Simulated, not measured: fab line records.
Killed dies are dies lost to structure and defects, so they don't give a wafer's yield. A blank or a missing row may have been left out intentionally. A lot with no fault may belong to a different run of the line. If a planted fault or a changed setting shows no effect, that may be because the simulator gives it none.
fab line records -- flow sky130 -- part 1 of 2: steps 1 to 26 of 37
[record] lots = 5, wafers = 15, last-day = 49
route steps=708 shown FIELD_ISO@15 NWELL@32 DNWELL@35 PWDE@45
lots with no fault: from the same line, run without faults
start-h: the number of hours between the record's first day and the start of the first shown wafer of the lot -- wait-h: hours since the lot's step before -- " the same as in the row above -- L1.1+2: several wafers, shown together as one row -- - either no value or no given start -- * or withheld: withheld -- < > ~ a bound
route shown NAME@n: a module of which the file shows steps, and the number in the route of the first -- usual: average and standard deviation across the fault-free wafers -- same: alike in all rows -- chamber/n: place in a boat -- sites: the reading at each site -- _std_site: their standard deviation -- _edge_site: mean of outer sites minus mean of inner sites -- radius-mm: how far each site lies from the wafer's centre -- mask NAME#n: copy n -- behind: tool/chamber where the wafer was last shaped -- hold: cause of the lot's hold/its duration in hours/its outcome -- device: the transistor (n, p or np) that didn't switch -- end of line: tests of these same wafers at the route's end -- a step given without rows: its recipe and nothing more -- killed: dies lost to structure and defects at the first sort, not the wafer's yield -- map: dies across one wafer; x = killed, . = not, _ = none there
set.NAME: the setting the step ran with; set.NAME@STEP: the setting that earlier step ran with -- model.NAME: the simulator's own value behind a step, which no gauge read
lots seen at some steps along the route; tables by step, rows by wafer
services: when a tool's chamber went out of use (start-h, in hours from the record's first day, below 0 if earlier), for how many hours, and the reason
[[steps]]
[step SKY_FIELD_ISO_ETCH_14]
[recipe] chemistry = N2/H2, target = BARC, ion-energy-ev = 200, source-w = 500, bias-w = 100, pressure-mtorr = 30, n2-flow-sccm = 100, h2-flow-sccm = 200, stop-on = SiO2, time-s = 45.9, target-depth-a = 600
[usual] chamber-pressure-mTorr = 29.999/0.025, drypump-motor-current-A = 5.6/0.44, oes-product-au = 0.855/0.0043, throttle-valve-pct = 13.225/0.0098
lot.wafer,tool,chamber,start-h,wait-h,chamber-pressure-mTorr,drypump-motor-current-A,oes-product-au,rf-hours-counter-h,throttle-valve-pct
L074.2,rie-diel-01,0,30.07,0.1,30.009,5.8,0.856,62,13.222
L074.5,rie-diel-01,0,30.07,0.1,30.011,5.8,0.856,-,13.218
L074.6,rie-diel-01,1,30.07,0.1,29.952,5.3,0.847,-,13.247
L077.2,rie-diel-01,3,43.80,0.1,30.066,5.6,0.854,48,13.231
L077.3,rie-diel-01,0,43.80,0.1,29.999,5.8,0.856,62,13.224
L077.5,rie-diel-01,2,43.80,0.1,29.996,6.3,0.864,-,13.246
L079.1,rie-diel-02,1,56.33,0.1,30.044,5.9,0.857,0,13.216
L079.3,rie-diel-02,3,56.33,0.1,29.974,5.2,0.860,21,13.216
L079.5,rie-diel-02,2,56.33,0.1,29.966,5.3,0.848,-,13.218
L082.1,rie-diel-02,1,69.58,0.1,29.981,6.0,0.856,1,13.212
L082.2,rie-diel-02,2,69.58,0.1,30.025,5.3,0.852,41,13.222
L082.5,rie-diel-02,2,69.58,0.1,29.970,5.3,0.858,-,13.233
L090.3,rie-diel-02,1,114.33,0.1,30.007,6.0,0.850,1,13.233
L090.4,rie-diel-02,2,114.33,0.1,30.043,5.3,0.850,42,13.235
L090.5,rie-diel-02,1,114.33,0.1,29.993,6.0,0.851,-,13.227
[step SKY_FIELD_ISO_ETCH_15]
[recipe] chemistry = CHF3/O2, target-depth-nm = 180, stop-on = Si, source-w = 600, bias-w = 200, pressure-mtorr = 40, chf3-flow-sccm = 50, O2_flow_sccm = 5, time-s = 72
[usual] chamber-pressure-mTorr = 40.00/0.041, drypump-motor-current-A = 5.6/0.45, oes-product-au = 0.948/0.0071, throttle-valve-pct = 8.846/0.0097
lot.wafer,tool,chamber,start-h,wait-h,chamber-pressure-mTorr,drypump-motor-current-A,oes-product-au,rf-hours-counter-h,throttle-valve-pct
L074.2,rie-diel-01,0,30.11,0.0,39.93,5.8,0.950,62,8.836
L074.5,rie-diel-01,0,30.11,0.0,39.95,5.8,0.956,-,8.840
L074.6,rie-diel-01,1,30.11,0.0,40.02,5.2,0.951,-,8.873
L077.2,rie-diel-01,3,43.85,0.0,40.03,5.7,0.945,48,8.847
L077.3,rie-diel-01,0,43.85,0.0,40.03,5.8,0.958,62,8.847
L077.5,rie-diel-01,2,43.85,0.0,39.96,6.3,0.951,-,8.846
L079.1,rie-diel-02,1,56.38,0.0,39.95,5.9,0.953,0,8.866
L079.3,rie-diel-02,3,56.38,0.0,39.98,5.2,0.955,21,8.851
L079.5,rie-diel-02,2,56.38,0.0,39.99,5.3,0.945,-,8.836
L082.1,rie-diel-02,1,69.63,0.0,39.95,5.9,0.952,1,8.853
L082.2,rie-diel-02,2,69.63,0.0,40.03,5.2,0.952,41,8.838
L082.5,rie-diel-02,2,69.63,0.0,40.00,5.3,0.965,-,8.857
L090.3,rie-diel-02,1,114.38,0.0,39.93,6.0,0.945,1,8.864
L090.4,rie-diel-02,2,114.38,0.0,40.02,5.3,0.949,42,8.860
L090.5,rie-diel-02,1,114.38,0.0,39.96,6.0,0.944,-,8.838
[step SKY_FIELD_ISO_STRIP_16]
[recipe] chemistry = O2/N2, power-w = 1400, pressure-mtorr = 1500, platen-temp-c = withheld, o2-flow-sccm = 3000, n2-flow-sccm = 300, overash-fraction = 0.5
[usual] chamber-pressure-mTorr = 1500.0/1.5, drypump-motor-current-A = 5.7/0.55, oes-product-au = 0.375/0.0048, strip-time-to-endpoint-s = 3.47/0.046
lot.wafer,tool,chamber,start-h,wait-h,chamber-pressure-mTorr,drypump-motor-current-A,oes-product-au,rf-hours-counter-h,strip-time-to-endpoint-s
L074.2,plasma-asher-03,0,30.16,0.0,1502.7,5.4,0.373,35,3.48
L074.5,plasma-asher-03,0,30.16,0.0,1500.0,5.4,0.378,-,3.48
L074.6,plasma-asher-03,1,30.16,0.0,1499.0,5.8,0.374,-,3.46
L077.2,plasma-asher-03,1,43.90,0.0,1500.1,5.8,0.376,37,3.48
L077.3,plasma-asher-03,1,43.90,0.0,1499.3,5.8,0.372,-,3.47
L077.5,plasma-asher-03,0,43.90,0.0,1499.2,5.4,0.371,-,3.38
L079.1,plasma-asher-02,0,56.43,0.0,1500.4,6.1,0.373,41,3.46
L079.3,plasma-asher-02,1,56.43,0.0,1501.1,4.8,0.371,-,3.41
L079.5,plasma-asher-02,0,56.43,0.0,1501.2,6.1,0.373,-,3.44
L082.1,plasma-asher-03,1,69.68,0.0,1499.7,5.8,0.375,39,3.51
L082.2,plasma-asher-03,0,69.68,0.0,1500.0,5.5,0.373,39,3.41
L082.5,plasma-asher-03,1,69.68,0.0,1502.5,5.8,0.371,-,3.41
L090.3,plasma-asher-03,1,114.47,0.1,1500.8,5.8,0.378,-,3.52
L090.4,plasma-asher-03,0,114.47,0.1,1501.3,5.5,0.378,-,3.41
L090.5,plasma-asher-03,1,114.47,0.1,1498.1,5.9,0.378,-,3.49
[step SKY_FIELD_ISO_ETCH_17]
[recipe] target-depth-a = 3420, mask-material = Si3N4, chemistry = HBr/Cl2/O2, target = Si, taper-deg = 5, icp-w = 600, bias-w = 150, pressure-mtorr = 15, HBr_flow_sccm = 150, Cl2_flow_sccm = 40, O2_flow_sccm = 6, time-s = 97.7
[usual] HBr_flow_sccm = 150.1/0.44, chamber-pressure-mTorr = 15.000/0.014, drypump-motor-current-A = 5.8/0.58, oes-product-au = 0.988/0.013, throttle-valve-pct = 25.665/0.012
lot.wafer,tool,chamber,start-h,wait-h,HBr_flow_sccm,chamber-pressure-mTorr,drypump-motor-current-A,oes-product-au,rf-hours-counter-h,throttle-valve-pct
L074.2,rie-si-01,3,30.26,0.1,150.4,15.013,5.8,0.981,60,25.671
L074.5,rie-si-01,1,30.26,0.1,150.1,14.984,6.4,0.971,-,25.672
L074.6,rie-si-01,0,30.26,0.1,149.6,15.023,5.2,0.975,-,25.687
L077.2,rie-si-01,1,44.00,0.1,150.4,15.002,6.4,0.972,52,25.676
L077.3,rie-si-01,2,44.00,0.1,150.5,15.014,5.9,0.976,24,25.671
L077.5,rie-si-01,1,44.00,0.1,150.7,15.014,6.4,0.977,-,25.671
L079.1,rie-si-02,2,56.53,0.1,149.9,15.004,6.1,1.002,141,25.643
L079.3,rie-si-02,1,56.53,0.1,149.9,14.999,5.1,0.983,127,25.665
L079.5,rie-si-02,1,56.53,0.1,149.8,14.982,5.0,0.996,-,25.676
L082.1,rie-si-01,1,69.78,0.1,150.3,14.982,6.4,0.991,52,25.673
L082.2,rie-si-01,2,69.78,0.1,150.4,14.988,5.9,0.993,24,25.642
L082.5,rie-si-01,3,69.78,0.1,148.9,15.002,5.7,0.989,-,25.654
L090.3,rie-si-02,3,114.53,0.0,150.2,15.011,6.7,0.984,26,25.676
L090.4,rie-si-02,2,114.53,0.0,150.1,14.980,6.1,1.013,142,25.663
L090.5,rie-si-02,2,114.53,0.0,150.0,15.037,6.1,1.018,-,25.642
[step SKY_FIELD_ISO_WET_ETCH_18]
[recipe] chemistry = H3PO4, target-depth-nm = 25, temp-c = 160, target = Si3N4, time-s = 286
lot.wafer,tool,chamber,start-h,wait-h
L074.2+5+6,wet-bench-03,2,30.34,0.0
L077.2+3+5,wet-bench-04,3,44.07,0.0
L079.1+3+5,wet-bench-01,3,56.60,0.0
L082.1+2+5,wet-bench-04,2,69.85,0.0
L090.3+4+5,wet-bench-01,0,114.60,0.0
[step SKY_FIELD_ISO_CLEAN_19]
[recipe] chemistry = SC1/SC2, mix = 1:4:20, temp-c = 70, time-s = 150
lot.wafer,tool,chamber,start-h,wait-h
L074.2+5+6,wet-bench-01,1,30.42,0.0
L077.2+3+5,wet-bench-01,1,44.16,0.0
L079.1+3+5,wet-bench-03,1,56.70,0.0
L082.1+2+5,wet-bench-01,1,69.94,0.0
L090.3+4+5,wet-bench-03,1,114.69,0.0
[step SKY_FIELD_ISO_CLEAN_20]
[recipe] chemistry = dHF, time-s = 20, dilution = 100:1
lot.wafer,tool,chamber,start-h,wait-h
L074.2+5+6,wet-bench-04,2,30.47,0.0
L077.2+3+5,wet-bench-04,3,44.21,0.0
L079.1+3+5,wet-bench-01,2,56.75,0.0
L082.1+2+5,wet-bench-03,3,70.00,0.0
L090.3+4+5,wet-bench-01,3,114.75,0.0
[step SKY_FIELD_ISO_WET_ETCH_21]
[recipe] chemistry = dHF, dilution = 100:1, target-depth-nm = 20, dry = ipa-marangoni, target = SiO2, temp-c = 25, time-s = 400
lot.wafer,tool,chamber,start-h,wait-h
L074.2+5+6,wet-bench-03,0,30.49,0.0
L077.2+3+5,wet-bench-03,0,44.23,0.0
L079.1+3+5,wet-bench-03,1,56.76,0.0
L082.1+2+5,wet-bench-04,3,70.01,0.0
L090.3+4+5,wet-bench-03,2,114.76,0.0
[step SKY_FIELD_ISO_OXIDATION_22]
[recipe] temp-c = 950, ambient = O2, stabilise-s = 600, purge-s = 300, target-thk-a = 100, ox-time-s = 623
[usual] ox-temp-c-max = 955.0/1.9
[same] stabilise-s = 600
lot.wafer,tool,chamber,start-h,wait-h,ox-temp-c-max
L074.2,furnace-02,0,32.98,2.4,953.1
L074.5,furnace-02,0,32.98,2.4,953.5
L074.6,furnace-02,0,32.98,2.4,953.1
L077.2,furnace-02,0,46.51,2.2,952.4
L077.3,furnace-02,0,46.51,2.2,953.5
L077.5,furnace-02,0,46.51,2.2,952.8
L079.1,furnace-02,0,58.03,1.1,953.9
L079.3,furnace-02,0,58.03,1.1,954.3
L079.5,furnace-02,0,58.03,1.1,953.7
L082.1,furnace-02,0,71.30,1.2,953.3
L082.2,furnace-02,0,71.30,1.2,953.0
L082.5,furnace-02,0,71.30,1.2,952.4
L090.3,furnace-02,0,114.89,0.0,953.7
L090.4,furnace-02,0,114.89,0.0,953.5
L090.5,furnace-02,0,114.89,0.0,953.4
[step SKY_FIELD_ISO_THK_MEAS_23]
[recipe] reads = SiO2_of_FIELD_ISO_OXIDATION_22
[usual] FIELD_ISO_OXIDATION_01_THK = 9.96/0.17
lot.wafer,tool,chamber,start-h,wait-h,FIELD_ISO_OXIDATION_01_THK[nm]
L074.2,film-metro-01,-,34.16,0.0,10.18
L074.5,film-metro-01,-,34.16,0.0,10.31
L074.6,film-metro-01,-,34.16,0.0,10.03
L077.2,film-metro-02,-,47.70,0.0,9.98
L077.3,film-metro-02,-,47.70,0.0,9.83
L077.5,film-metro-02,-,47.70,0.0,10.05
L079.1,film-metro-03,-,59.20,0.0,10.00
L079.3,film-metro-03,-,59.20,0.0,10.04
L079.5,film-metro-03,-,59.20,0.0,9.91
L082.1,film-metro-02,-,72.47,0.0,9.94
L082.2,film-metro-02,-,72.47,0.0,9.75
L082.5,film-metro-02,-,72.47,0.0,10.11
L090.3,film-metro-01,-,116.08,0.0,9.93
L090.4,film-metro-01,-,116.08,0.0,9.99
L090.5,film-metro-01,-,116.08,0.0,9.84
[step SKY_FIELD_ISO_CVD_24]
[recipe] material = SiO2, target-thk-nm = 595, temp-c = 650, sigma-open-frac = 0.3, time-s = 99.2, sih4-flow-sccm = 60, pressure-mtorr = 6
[usual] sih4-flow-sccm = 60.01/0.19
lot.wafer,tool,chamber,start-h,wait-h,sih4-flow-sccm
L074.2,hdpcvd-02,0,34.21,0.0,59.96
L074.5,hdpcvd-02,1,34.21,0.0,60.41
L074.6,hdpcvd-02,2,34.21,0.0,60.13
L077.2,hdpcvd-01,2,47.75,0.0,59.70
L077.3,hdpcvd-01,1,47.75,0.0,60.23
L077.5,hdpcvd-01,0,47.75,0.0,59.89
L079.1,hdpcvd-01,0,59.26,0.1,60.26
L079.3,hdpcvd-01,2,59.26,0.1,59.77
L079.5,hdpcvd-01,1,59.26,0.1,60.27
L082.1,hdpcvd-02,0,72.53,0.1,60.11
L082.2,hdpcvd-02,2,72.53,0.1,60.01
L082.5,hdpcvd-02,0,72.53,0.1,60.07
L090.3,hdpcvd-02,2,116.12,0.0,59.91
L090.4,hdpcvd-02,2,116.12,0.0,59.88
L090.5,hdpcvd-02,0,116.12,0.0,59.97
[step SKY_FIELD_ISO_THK_MEAS_25]
[recipe] reads = SiO2_of_FIELD_ISO_CVD_24
[usual] FIELD_ISO_CVD_24_THK = 593/6.6
lot.wafer,tool,chamber,start-h,wait-h,FIELD_ISO_CVD_24_THK[nm]
L074.2,film-metro-02,-,34.29,0.0,575
L074.5,film-metro-02,-,34.29,0.0,588
L074.6,film-metro-02,-,34.29,0.0,598
L077.2,film-metro-01,-,47.83,0.0,606
L077.3,film-metro-01,-,47.83,0.0,613
L077.5,film-metro-01,-,47.83,0.0,603
L079.1,film-metro-01,-,59.33,0.0,586
L079.3,film-metro-01,-,59.33,0.0,591
L079.5,film-metro-01,-,59.33,0.0,594
L082.1,film-metro-02,-,72.60,0.0,587
L082.2,film-metro-02,-,72.60,0.0,584
L082.5,film-metro-02,-,72.60,0.0,580
L090.3,film-metro-02,-,116.21,0.1,596
L090.4,film-metro-02,-,116.21,0.1,598
L090.5,film-metro-02,-,116.21,0.1,581
[step SKY_FIELD_ISO_ANNEAL_26]
[recipe] temp-c = 1000, time-s = 1800, ambient = N2
lot.wafer,tool,chamber,start-h,wait-h
L074.2+5+6,furnace-02,0,35.56,1.3
L077.2+3+5,furnace-01,0,49.06,1.2
L079.1+3+5,furnace-02,0,59.39,0.1
L082.1+2+5,furnace-01,0,73.61,1.0
L090.3+4+5,furnace-02,0,117.57,1.4
[step SKY_FIELD_ISO_CMP_27]
[recipe] stop-on = Si3N4, t-overpolish-s = 16, down-force-psi = 4, platen-rpm = 60, target-thk-nm = 457.8, pad-velocity-m-s = 0.94248
[usual] motor-current-A = 12.1/1.3, overpolish-run-s = 15.999/0.0086, platen-rpm = 60.01/0.037, time-to-endpoint-s = 111/4.9
lot.wafer,tool,chamber,start-h,wait-h,motor-current-A,overpolish-run-s,platen-rpm,time-to-endpoint-s
L074.2,cmp-01,3,37.16,0.1,11.5,15.998,60.06,110
L074.5,cmp-01,1,37.16,0.1,10.1,15.995,60.03,105
L074.6,cmp-01,2,37.16,0.1,10.0,16.003,60.04,113
L077.2,cmp-01,3,50.56,0.0,10.5,15.985,59.96,116
L077.3,cmp-01,0,50.56,0.0,13.4,15.996,60.04,118
L077.5,cmp-01,0,50.56,0.0,12.1,15.981,60.09,114
L079.3,cmp-02,2,60.94,0.1,12.7,15.998,60.05,113
L079.1,cmp-02,0,60.94,0.1,11.6,15.991,60.01,104
L079.5,cmp-02,1,60.94,0.1,11.7,15.991,59.97,120
L082.1,cmp-02,1,75.11,0.0,12.1,15.985,60.03,113
L082.2,cmp-02,0,75.11,0.0,11.3,15.998,60.10,104
L082.5,cmp-02,1,75.11,0.0,11.9,16.001,60.03,115
L090.4,cmp-02,2,119.07,0.0,12.7,16.007,60.06,115
L090.3,cmp-02,0,119.07,0.0,10.9,15.994,59.98,111
L090.5,cmp-02,2,119.07,0.0,12.6,15.995,60.05,112
[step SKY_FIELD_ISO_WET_ETCH_28]
[recipe] chemistry = dHF, target-depth-nm = 23.7, target = SiO2, dilution = 10:1, temp-c = 25, time-s = 47
lot.wafer,tool,chamber,start-h,wait-h
L074.2+5+6,wet-bench-01,3,37.36,0.1
L077.2+3+5,wet-bench-03,3,50.86,0.2
L079.1+3+5,wet-bench-01,3,61.21,0.1
L082.1+2+5,wet-bench-03,2,75.41,0.2
L090.3+4+5,wet-bench-03,1,119.37,0.1
[step SKY_FIELD_ISO_WET_ETCH_29]
[recipe] chemistry = H3PO4, target-depth-nm = 160, target = Si3N4, temp-c = 160, time-s = 1825
lot.wafer,tool,chamber,start-h,wait-h
L074.2+5+6,wet-bench-03,2,37.38,0.0
L077.2+3+5,wet-bench-04,0,50.89,0.0
L079.1+3+5,wet-bench-04,1,61.24,0.0
L082.1+2+5,wet-bench-01,0,75.43,0.0
L090.3+4+5,wet-bench-04,3,119.40,0.0
[step SKY_FIELD_ISO_WET_ETCH_30]
[recipe] chemistry = dHF, target-depth-nm = 25, target = SiO2, dilution = 10:1, temp-c = 25, time-s = 50
lot.wafer,tool,chamber,start-h,wait-h
L074.2+5+6,wet-bench-01,1,37.90,0.0
L077.2+3+5,wet-bench-03,0,51.40,0.0
L079.1+3+5,wet-bench-01,2,61.75,0.0
L082.1+2+5,wet-bench-01,3,75.99,0.0
L090.3+4+5,wet-bench-01,3,119.91,0.0
[step SKY_NWELL_CLEAN_00]
[recipe] chemistry = SC1/SC2, mix = 1:4:20, temp-c = 70, time-s = 150, dry = n2-spin
lot.wafer,tool,chamber,start-h,wait-h
L074.2+5+6,wet-bench-04,3,37.92,0.0
L077.2+3+5,wet-bench-04,1,51.42,0.0
L079.1+3+5,wet-bench-03,3,61.78,0.0
L082.1+2+5,wet-bench-01,3,76.01,0.0
L090.3+4+5,wet-bench-03,3,119.94,0.0
[step SKY_NWELL_OXIDATION_01]
[recipe] temp-c = 900, ambient = O2, stabilise-s = 600, purge-s = 300, target-thk-a = 100, ox-time-s = 1418
[usual] ox-temp-c-max = 905.2/1.6
[same] stabilise-s = 600
lot.wafer,tool,chamber,start-h,wait-h,ox-temp-c-max
L074.2,furnace-01,0,38.81,0.8,908.2
L074.5,furnace-01,0,38.81,0.8,907.1
L074.6,furnace-01,0,38.81,0.8,906.3
L077.2,furnace-02,0,51.94,0.5,902.5
L077.3,furnace-02,0,51.94,0.5,902.9
L077.5,furnace-02,0,51.94,0.5,902.9
L079.1,furnace-01,0,61.83,0.0,905.5
L079.3,furnace-01,0,61.83,0.0,906.0
L079.5,furnace-01,0,61.83,0.0,905.5
L082.1,furnace-01,0,76.07,0.0,906.7
L082.2,furnace-01,0,76.07,0.0,908.2
L082.5,furnace-01,0,76.07,0.0,904.5
L090.3,furnace-02,0,119.99,0.0,903.4
L090.4,furnace-02,0,119.99,0.0,903.1
L090.5,furnace-02,0,119.99,0.0,904.2
[step SKY_NWELL_THK_MEAS_02]
[recipe] reads = SiO2_of_NWELL_OXIDATION_01
[usual] NWELL_OXIDATION_THK = 9.90/0.17
lot.wafer,tool,chamber,start-h,wait-h,NWELL_OXIDATION_THK[nm]
L074.2,film-metro-03,-,40.22,0.0,9.62
L074.5,film-metro-03,-,40.22,0.0,9.76
L074.6,film-metro-03,-,40.22,0.0,9.74
L077.2,film-metro-01,-,53.34,0.0,10.23
L077.3,film-metro-01,-,53.34,0.0,10.09
L077.5,film-metro-01,-,53.34,0.0,10.13
L079.1,film-metro-01,-,63.22,0.0,10.06
L079.3,film-metro-01,-,63.22,0.0,9.96
L079.5,film-metro-01,-,63.22,0.0,9.98
L082.1,film-metro-04,-,77.46,0.0,9.70
L082.2,film-metro-04,-,77.46,0.0,9.77
L082.5,film-metro-04,-,77.46,0.0,9.88
L090.3,film-metro-03,-,121.40,0.0,9.96
L090.4,film-metro-03,-,121.40,0.0,10.00
L090.5,film-metro-03,-,121.40,0.0,9.75
[step SKY_DNWELL_DEHYDRATE_00]
[recipe] temp-c = 200, time-s = 60
[usual] heater-power-total-W = 160.38/0.13
lot.wafer,tool,chamber,start-h,wait-h,heater-power-total-W
L074.2,litho-track-03,0,47.22,7.0,160.44
L074.5,litho-track-03,0,47.22,7.0,160.27
L074.6,litho-track-03,0,47.22,7.0,160.46
L077.2,litho-track-03,0,59.92,6.6,160.21
L077.3,litho-track-03,0,59.92,6.6,160.20
L077.5,litho-track-03,0,59.92,6.6,160.43
L079.1,litho-track-03,0,71.20,8.0,160.55
L079.3,litho-track-03,0,71.20,8.0,160.17
L079.5,litho-track-03,0,71.20,8.0,160.62
L082.1,litho-track-02,0,85.40,7.9,160.39
L082.2,litho-track-02,0,85.40,7.9,160.24
L082.5,litho-track-02,0,85.40,7.9,160.52
L090.3,litho-track-04,0,129.78,8.4,160.32
L090.4,litho-track-04,0,129.78,8.4,160.55
L090.5,litho-track-04,0,129.78,8.4,160.49
[step SKY_DNWELL_HMDS_01]
[recipe] prime-time-s = 60, prime-temp-c = 120
lot.wafer,tool,chamber,start-h,wait-h
L074.2+5+6,litho-track-03,0,47.37,0.1
L077.2+3+5,litho-track-03,0,60.07,0.1
L079.1+3+5,litho-track-03,0,71.35,0.1
L082.1+2+5,litho-track-02,0,85.55,0.1
L090.3+4+5,litho-track-04,0,129.93,0.1
[step SKY_DNWELL_COAT_02]
[recipe] spin-rpm = 2000, resist-thk-nm = 3000
[usual] spin-speed-rpm = 2000.1/1.4
lot.wafer,tool,chamber,start-h,wait-h,spin-speed-rpm
L074.2,litho-track-03,0,47.52,0.1,1999.3
L074.5,litho-track-03,0,47.52,0.1,1999.9
L074.6,litho-track-03,0,47.52,0.1,1998.7
L077.2,litho-track-03,0,60.22,0.1,2001.5
L077.3,litho-track-03,0,60.22,0.1,1999.8
L077.5,litho-track-03,0,60.22,0.1,2002.2
L079.1,litho-track-03,0,71.50,0.1,2001.9
L079.3,litho-track-03,0,71.50,0.1,2000.1
L079.5,litho-track-03,0,71.50,0.1,2000.5
L082.1,litho-track-02,0,85.70,0.1,2002.1
L082.2,litho-track-02,0,85.70,0.1,2000.9
L082.5,litho-track-02,0,85.70,0.1,2000.5
L090.3,litho-track-04,0,130.08,0.1,1999.4
L090.4,litho-track-04,0,130.08,0.1,2000.9
L090.5,litho-track-04,0,130.08,0.1,2000.6
[step SKY_DNWELL_SOFTBAKE_03]
[recipe] temp-c = 110, time-s = withheld
[usual] heater-power-total-W = 65.33/0.15
lot.wafer,tool,chamber,start-h,wait-h,heater-power-total-W
L074.2,litho-track-03,0,47.68,0.1,65.12
L074.5,litho-track-03,0,47.68,0.1,65.45
L074.6,litho-track-03,0,47.68,0.1,65.15
L077.2,litho-track-03,0,60.38,0.1,65.44
L077.3,litho-track-03,0,60.38,0.1,65.40
L077.5,litho-track-03,0,60.38,0.1,65.15
L079.1,litho-track-03,0,71.65,0.1,65.19
L079.3,litho-track-03,0,71.65,0.1,65.26
L079.5,litho-track-03,0,71.65,0.1,65.18
L082.1,litho-track-02,0,85.85,0.1,65.59
L082.2,litho-track-02,0,85.85,0.1,65.07
L082.5,litho-track-02,0,85.85,0.1,65.20
L090.3,litho-track-04,0,130.25,0.1,65.21
L090.4,litho-track-04,0,130.25,0.1,65.15
L090.5,litho-track-04,0,130.25,0.1,65.45
[step SKY_DNWELL_EXPOSE_04]
[recipe] mask-id = DNM, na = 0.57, target-cd-nm = 3000, dose-mj = 222
[same] na = 0.57
lot.wafer,tool,chamber,start-h,wait-h,mask
L074.2+5+6,iline-stepper-01,0,-,-,DNM#0
L077.2+3+5,iline-stepper-01,0,-,-,DNM#0
L079.1+3+5,iline-stepper-02,0,-,-,DNM#0
L082.1+2+5,iline-stepper-02,0,-,-,DNM#0
L090.3+4+5,iline-stepper-01,0,-,-,DNM#0
[step SKY_DNWELL_PEB_05]
[recipe] temp-c = 115, time-s = withheld
[usual] heater-power-total-W = 69.34/0.13
lot.wafer,tool,chamber,start-h,wait-h,heater-power-total-W
L074.2,litho-track-04,0,-,-,69.24
L074.5,litho-track-04,0,-,-,69.40
L074.6,litho-track-04,0,-,-,69.26
L077.2,litho-track-02,0,-,-,69.17
L077.3,litho-track-02,0,-,-,69.49
L077.5,litho-track-02,0,-,-,69.47
L079.1,litho-track-02,0,-,-,69.39
L079.3,litho-track-02,0,-,-,69.42
L079.5,litho-track-02,0,-,-,69.31
L082.1,litho-track-03,0,-,-,69.45
L082.2,litho-track-03,0,-,-,69.29
L082.5,litho-track-03,0,-,-,69.16
L090.3,litho-track-02,0,-,-,69.27
L090.4,litho-track-02,0,-,-,69.51
L090.5,litho-track-02,0,-,-,69.46
